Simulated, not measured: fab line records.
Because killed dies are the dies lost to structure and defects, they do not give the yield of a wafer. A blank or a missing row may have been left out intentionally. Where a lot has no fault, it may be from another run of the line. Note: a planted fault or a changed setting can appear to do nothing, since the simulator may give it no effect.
Which of the tools did it? ; flow sky130 ; Sampling: 13 lots, 39 wafers, 4 of 708 route steps

== WHAT THE GAUGES SHOWED, per wafer ==
SKY_LDD_LDN_TW_MEAS_13.
lot;measured;on;LDD_LDN_TW
L504;day 23 19:52;film metro-03;1481 1487 1490
L506;day 24 16:20;film metro-01;1489 1490 1488
L507;day 24 17:50;film metro-03;1485 1487 1476
L508;day 25 00:30;film metro-01;1504 1500 1500
L509;day 25 02:24;film metro-01;1494 1501 1502
L510;day 25 14:36;film metro-03;1488 1482 1481
L512;day 26 08:48;film metro-04;1485 1486 1485
L513;day 26 15:22;film metro-01;1506 1506 1509
L514;day 26 20:10;film metro-03;1483 1487 1483
L515;day 27 03:06;film metro-04;1470 1468 1473
L516;day 27 04:39;film metro-03;1483 1481 1486
L517;day 27 17:30;film metro-01;1497 1498 1498
L523;day 29 17:15;film metro-03;1477 1476 1476

== TOOL THAT RAN EACH LOT (tool first, then ch and the chambers of the sampled wafers, then the start) ==
lot;SKY_VT_ADJUST_LVTN_STRIP_20;SKY_POLY_GATE_ETCH_17;SKY_POLY_GATE_STRIP_18
L504;plasma asher-04 ch 0,1, day 8 13:54;rie si-02 ch 1,3, day 17 06:52;plasma asher-01 ch 0,1, day 17 06:58
L506;plasma asher-01 ch 0,1, day 8 23:30;rie si-02 ch 0,3, day 18 02:40;plasma asher-02 ch 0,1, day 18 02:46
L507;plasma asher-04 ch 0,1, day 9 03:39;rie si-01 ch 1,2,3, day 18 05:09;plasma asher-03 ch 0,1, day 18 05:13
L508;plasma asher-03 ch 0,1, day 9 06:04;rie si-01 ch 1,2,3, day 18 10:01;plasma asher-02 ch 0,1, day 18 10:05
L509;plasma asher-01 ch 0, day 9 07:01;rie si-02 ch 0,1,3, day 18 12:10;plasma asher-03 ch 0,1, day 18 12:14
L510;plasma asher-03 ch 0,1, day 9 19:39;rie si-02 ch 0,1,3, day 19 02:16;plasma asher-01 ch 0,1, day 19 02:20
L512;plasma asher-03 ch 0,1, day 10 07:16;rie si-01 ch 1,2,3, day 19 21:45;plasma asher-02 ch 0,1, day 19 21:49
L513;plasma asher-01 ch 0,1, day 10 13:54;rie si-01 ch 2,3, day 20 03:16;plasma asher-03 ch 0, day 20 03:20
L514;plasma asher-01 ch 0,1, day 10 17:10;rie si-01 ch 0,3, day 20 08:22;plasma asher-03 ch 0,1, day 20 08:27
L515;plasma asher-04 ch 0,1, day 10 23:15;rie si-01 ch 0,1,3, day 20 18:21;plasma asher-02 ch 0,1, day 20 18:25
L516;plasma asher-01 ch 1, day 11 02:31;rie si-02 ch 1,3, day 20 20:00;plasma asher-01 ch 1, day 20 20:04
L517;plasma asher-04 ch 0,1, day 11 08:18;rie si-01 ch 0,2,3, day 21 07:36;plasma asher-03 ch 0,1, day 21 07:40
L523;plasma asher-04 ch 0,1, day 13 03:46;rie si-01 ch 0,3, day 23 11:19;plasma asher-01 ch 0,1, day 23 11:23
- SKY_VT_ADJUST_LVTN_STRIP_20: strips in O2/N2.
- SKY_POLY_GATE_ETCH_17: etches poly-Si in HBr/Cl2, stops on SiO2, target depth 180 nm, time 70.5 s.
- SKY_POLY_GATE_STRIP_18: strips in O2/N2.

== AS READ BY THE TOOLS THEMSELVES (means over the sampled wafers that have a number; for cases with no such wafer, the mark the record gives instead) ==
SKY_VT_ADJUST_LVTN_STRIP_20.
lot;tool;drypump motor current A (A);oes product au (a.u.);strip time to endpoint s (s)
L504;plasma asher-04;5.9;0.717;14.17
L506;plasma asher-01;5.9;0.716;14.15
L507;plasma asher-04;5.8;0.714;14.21
L508;plasma asher-03;5.4;0.716;14.18
L509;plasma asher-01;6.4;0.718;14.19
L510;plasma asher-03;5.4;0.720;14.25
L512;plasma asher-03;5.4;0.714;14.23
L513;plasma asher-01;5.9;0.717;14.18
L514;plasma asher-01;6.1;0.717;14.13
L515;plasma asher-04;5.9;0.716;14.23
L516;plasma asher-01;5.6;0.718;14.24
L517;plasma asher-04;5.9;0.718;14.15
L523;plasma asher-04;5.8;0.717;14.23

SKY_POLY_GATE_ETCH_17.
lot;tool;drypump motor current A (A);oes product au (a.u.);throttle valve pct (%)
L504;rie si-02;5.5;0.997;33.688
L506;rie si-02;5.8;0.988;33.676
L507;rie si-01;6.1;0.974;33.695
L508;rie si-01;6.1;0.979;33.694
L509;rie si-02;5.5;0.985;33.688
L510;rie si-02;5.5;0.992;33.692
L512;rie si-01;6.1;0.980;33.685
L513;rie si-01;6.5;0.975;33.686
L514;rie si-01;5.9;0.979;33.678
L515;rie si-01;5.8;0.979;33.689
L516;rie si-02;5.2;0.996;33.682
L517;rie si-01;6.2;0.989;33.691
L523;rie si-01;5.9;0.989;33.691

SKY_POLY_GATE_STRIP_18.
lot;tool;drypump motor current A (A);oes product au (a.u.);strip time to endpoint s (s)
L504;plasma asher-01;5.9;0.359;3.14
L506;plasma asher-02;5.1;0.362;3.19
L507;plasma asher-03;5.8;0.360;3.16
L508;plasma asher-02;5.1;0.355;3.13
L509;plasma asher-03;5.4;0.358;3.15
L510;plasma asher-01;6.1;0.362;3.19
L512;plasma asher-02;5.2;0.358;3.17
L513;plasma asher-03;4.9;0.364;3.20
L514;plasma asher-03;5.4;0.360;3.15
L515;plasma asher-02;5.2;0.361;3.16
L516;plasma asher-01;5.6;0.357;3.11
L517;plasma asher-03;5.9;0.363;3.17
L523;plasma asher-01;6.1;0.366;3.37

== THE ANSWER, worked out from the rows above alone ==
Rule: what is usual is taken from the lots themselves. The widest of any qualifying gaps counts: lots, ordered by their means at a reading, are off when they make up no more than a third of the lots, leave a main group of 4 or more, and stand apart from it by 3 or more times the standard deviation of that group's means. Not used: any main group whose means are identical at the precision the tables above print for the reading. Also off: a lot with no number at a reading for which 4 or more lots have one. The other lots that the step has rows for count as sound. First the gauges in route order, then the tools' own readings, where a lot's mean is used as printed above. At the first step where some lot is off, the reading lying furthest off is the one used; lots without a number count as furthest.
Off: L523, at SKY_POLY_GATE_STRIP_18 (strip time to endpoint s). Main group: mean 3.16 s, sd 0.025.
If a tool, at that step or one of the process steps before it, ran each lot that is off and ran no sound lot following the first of them, it fits. Can't be told from this: 3 tools fit, plasma asher-04 at SKY_VT_ADJUST_LVTN_STRIP_20, rie si-01 at SKY_POLY_GATE_ETCH_17, plasma asher-01 at SKY_POLY_GATE_STRIP_18.

== WHAT HAD BEEN PUT IN BY THE SIMULATOR ==
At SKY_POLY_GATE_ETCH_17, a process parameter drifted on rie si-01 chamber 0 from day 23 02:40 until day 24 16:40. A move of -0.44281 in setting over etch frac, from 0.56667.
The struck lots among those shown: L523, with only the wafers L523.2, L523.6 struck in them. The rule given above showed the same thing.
